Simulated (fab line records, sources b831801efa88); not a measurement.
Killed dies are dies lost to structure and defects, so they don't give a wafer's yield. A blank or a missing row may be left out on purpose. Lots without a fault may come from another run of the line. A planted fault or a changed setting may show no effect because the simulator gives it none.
Which tool did it? | flow gf180mcu | 14 lots, 42 wafers sampled, at 4 steps of a route of 602

WHAT THE GAUGES READ, wafer by wafer
GF_HV_LDD_TW_MEAS_11. Usual: HV_LDD_TW 2393, standard deviation 14.
lot  | measured     | on            | HV_LDD_TW      | flag
L492 | day 10 00:56 | film_metro-03 | 2402 2401 2417 |
L493 | day 10 06:23 | film_metro-04 | 2415 2403 2402 |
L495 | day 10 23:47 | film_metro-01 | 2392 2393 2365 |
L496 | day 11 07:28 | film_metro-04 | 2412 2416 2423 |
L497 | day 11 15:01 | film_metro-04 | 2415 2406 2414 |
L498 | day 11 17:37 | film_metro-01 | 2392 2394 2380 |
L499 | day 12 02:10 | film_metro-01 | 2382 2383 2377 |
L501 | day 12 19:04 | film_metro-01 | 2372 2371 2382 |
L503 | day 13 12:49 | film_metro-01 | 2369 2374 2376 |
L504 | day 13 17:46 | film_metro-04 | 2394 2399 2404 |
L506 | day 14 08:31 | film_metro-04 | 2378 2394 2389 |
L509 | day 15 04:52 | film_metro-04 | 2400 2407 2405 |
L513 | day 16 07:32 | film_metro-04 | 2389 2407 2400 |
L515 | day 17 02:53 | film_metro-03 | 2382 2402 2403 |

GF_PSD_OVL_MEAS_08. Usual: PSD_OVL 0.4 nm, standard deviation 1.8.
lot  | measured     | on         | PSD_OVL (nm)   | flag
L492 | day 14 02:43 | overlay-01 | -1.2 -0.3 0.7  |
L493 | day 14 11:16 | overlay-01 | 2.7 4.1 3.7    |
L495 | day 15 08:37 | overlay-01 | 2.1 1.2 0.8    |
L496 | day 15 18:32 | overlay-02 | 2.2 3.4 3.5    |
L497 | day 16 00:40 | overlay-01 | 0.6 1.3 0.1    |
L498 | day 16 03:55 | overlay-02 | 0.5 0.2 0.1    |
L499 | day 16 14:16 | overlay-01 | 1.6 1.4 1.6    |
L501 | day 17 11:49 | overlay-02 | 3.7 4.7 2.9    |
L503 | day 18 09:20 | overlay-01 | 0.9 -0.4 -0.3  |
L504 | day 18 12:25 | overlay-01 | -0.7 -0.7 0.9  |
L506 | day 19 05:43 | overlay-02 | -1.6 -2.0 -2.9 |
L509 | day 20 05:16 | overlay-01 | -3.7 -2.9 -2.8 |
L513 | day 21 08:41 | overlay-01 | -1.1 -0.3 1.2  |
L515 | day 22 04:08 | overlay-02 | 1.3 1.5 2.4    |

WHICH TOOL RAN EACH LOT (tool, then ch and the chambers of the sampled wafers, then the start)
lot  | GF_HV_LDD_STRIP_49                   | GF_HV_LDD_CLEAN_51
L492 | plasma_asher-01 ch 0,1, day 12 08:02 | wet_bench-01 ch 0, day 12 08:11
L493 | plasma_asher-02 ch 0,1, day 12 15:22 | wet_bench-04 ch 0, day 12 15:31
L495 | plasma_asher-02 ch 0,1, day 13 10:02 | wet_bench-04 ch 1, day 13 10:11
L496 | plasma_asher-02 ch 0,1, day 13 18:37 | wet_bench-02 ch 1, day 13 18:46
L497 | plasma_asher-02 ch 0,1, day 14 03:07 | wet_bench-04 ch 2, day 14 03:17
L498 | plasma_asher-02 ch 0,1, day 14 05:34 | wet_bench-04 ch 1, day 14 05:43
L499 | plasma_asher-02 ch 0,1, day 14 14:58 | wet_bench-02 ch 3, day 14 15:07
L501 | plasma_asher-01 ch 0, day 15 09:56   | wet_bench-02 ch 3, day 15 10:06
L503 | plasma_asher-02 ch 0,1, day 16 08:10 | wet_bench-02 ch 1, day 16 08:20
L504 | plasma_asher-02 ch 0,1, day 16 11:24 | wet_bench-04 ch 3, day 16 11:34
L506 | plasma_asher-04 ch 0,1, day 17 02:52 | wet_bench-04 ch 3, day 17 03:02
L509 | plasma_asher-01 ch 0,1, day 18 01:42 | wet_bench-04 ch 1, day 18 01:52
L513 | plasma_asher-02 ch 0,1, day 19 04:46 | wet_bench-04 ch 2, day 19 04:56
L515 | plasma_asher-01 ch 0,1, day 20 01:22 | wet_bench-01 ch 2, day 20 01:32
- GF_HV_LDD_STRIP_49: strips in O2/N2.
- GF_HV_LDD_CLEAN_51: cleans in SC1/SC2, time 150 s.

WHAT THE TOOLS THEMSELVES READ (means of the sampled wafers that have a number; where no wafer has one, the mark that the record gives instead)
GF_HV_LDD_STRIP_49. Usual: drypump_motor_current_A 5.5 A, standard deviation 0.47; heater_power_w 323 W, standard deviation 47; oes_product_au 0.716 a.u., standard deviation 0.005; strip_time_to_endpoint_s 12.622 s, standard deviation 0.03.
lot  | tool            | drypump_motor_current_A (A) | heater_power_w (W) | oes_product_au (a.u.) | strip_time_to_endpoint_s (s) | flag
L492 | plasma_asher-01 | 5.3                         | 279                | 0.715                 | 12.621                       |
L493 | plasma_asher-02 | 5.9                         | 325                | 0.719                 | 12.627                       |
L495 | plasma_asher-02 | 5.9                         | 330                | 0.716                 | 12.641                       |
L496 | plasma_asher-02 | 5.9                         | 332                | 0.719                 | 12.651                       |
L497 | plasma_asher-02 | 5.9                         | 332                | 0.719                 | 12.632                       |
L498 | plasma_asher-02 | 5.9                         | 331                | 0.713                 | 12.637                       |
L499 | plasma_asher-02 | 5.7                         | 357                | 0.712                 | 12.589                       |
L501 | plasma_asher-01 | 5.6                         | 281                | 0.717                 | 12.607                       |
L503 | plasma_asher-02 | 5.7                         | 364                | 0.716                 | 12.562                       |
L504 | plasma_asher-02 | 5.9                         | 326                | 0.711                 | 12.605                       |
L506 | plasma_asher-04 | 4.9                         | 307                | 0.715                 | 12.629                       |
L509 | plasma_asher-01 | 5.3                         | 274                | 0.722                 | 12.613                       |
L513 | plasma_asher-02 | 5.9                         | 336                | 0.717                 | 12.627                       |
L515 | plasma_asher-01 | 5.1                         | 280                | 0.716                 | 12.659                       |

GF_HV_LDD_CLEAN_51. Usual: bath_guard_temp_C 70.1 C, standard deviation 0.46; bath_heat_duty_pct 13.5 %, standard deviation 1.5; run_length_s 178 s, standard deviation 3.7.
lot  | tool         | bath_guard_temp_C (C) | bath_heat_duty_pct (%) | run_length_s (s) | flag
L492 | wet_bench-01 | 70.1                  | 12.8                   | 176              |
L493 | wet_bench-04 | 70.1                  | 13.5                   | 182              |
L495 | wet_bench-04 | 69.3                  | 11.5                   | 175              |
L496 | wet_bench-02 | 70.2                  | 14.5                   | 175              |
L497 | wet_bench-04 | 70.7                  | 15.5                   | 175              |
L498 | wet_bench-04 | 69.4                  | 11.9                   | 175              |
L499 | wet_bench-02 | 70.3                  | 11.8                   | 183              |
L501 | wet_bench-02 | 70.4                  | 12.6                   | 184              |
L503 | wet_bench-02 | 70.1                  | 14.1                   | 175              |
L504 | wet_bench-04 | 69.9                  | 14.1                   | 174              |
L506 | wet_bench-04 | 70.0                  | 14.2                   | 181              |
L509 | wet_bench-04 | 69.2                  | 11.5                   | 162              | OFF
L513 | wet_bench-04 | 70.9                  | 15.4                   | 162              | OFF
L515 | wet_bench-01 | 70.2                  | 12.2                   | 182              |

THE ANSWER, worked out from the rows above alone
Rule: a lot is off if the mean of its wafers that have a number lies more than 3 standard deviations from the usual mean. A lot without any number at a reading at which 4 lots or more have one is off too. The other lots that the step has rows for count as sound. The gauges are gone through in route order, then the tools' own readings, and for those a lot's mean is taken as printed above. The first step at which some lot is off is used, and at that step the reading that is off furthest; a lot without a number counts as furthest.
Off: L509, L513, at GF_HV_LDD_CLEAN_51 (run_length_s).
A tool fits if, at that step or a process step before it, it ran every lot that is off, and no sound lot after the first of them. One fits: wet_bench-04 at GF_HV_LDD_CLEAN_51. Its last sound lot is L506 (day 17 03:02), its first lot that is off L509 (day 18 01:52): a fault that began between those two fits.

WHAT THE SIMULATOR HAD PUT IN
Process parameter drift: wet_bench-04, from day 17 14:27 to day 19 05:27, at GF_HV_LDD_CLEAN_51. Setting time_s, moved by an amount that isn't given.
Lots struck among those shown: L509, L513. The rule above found the same.
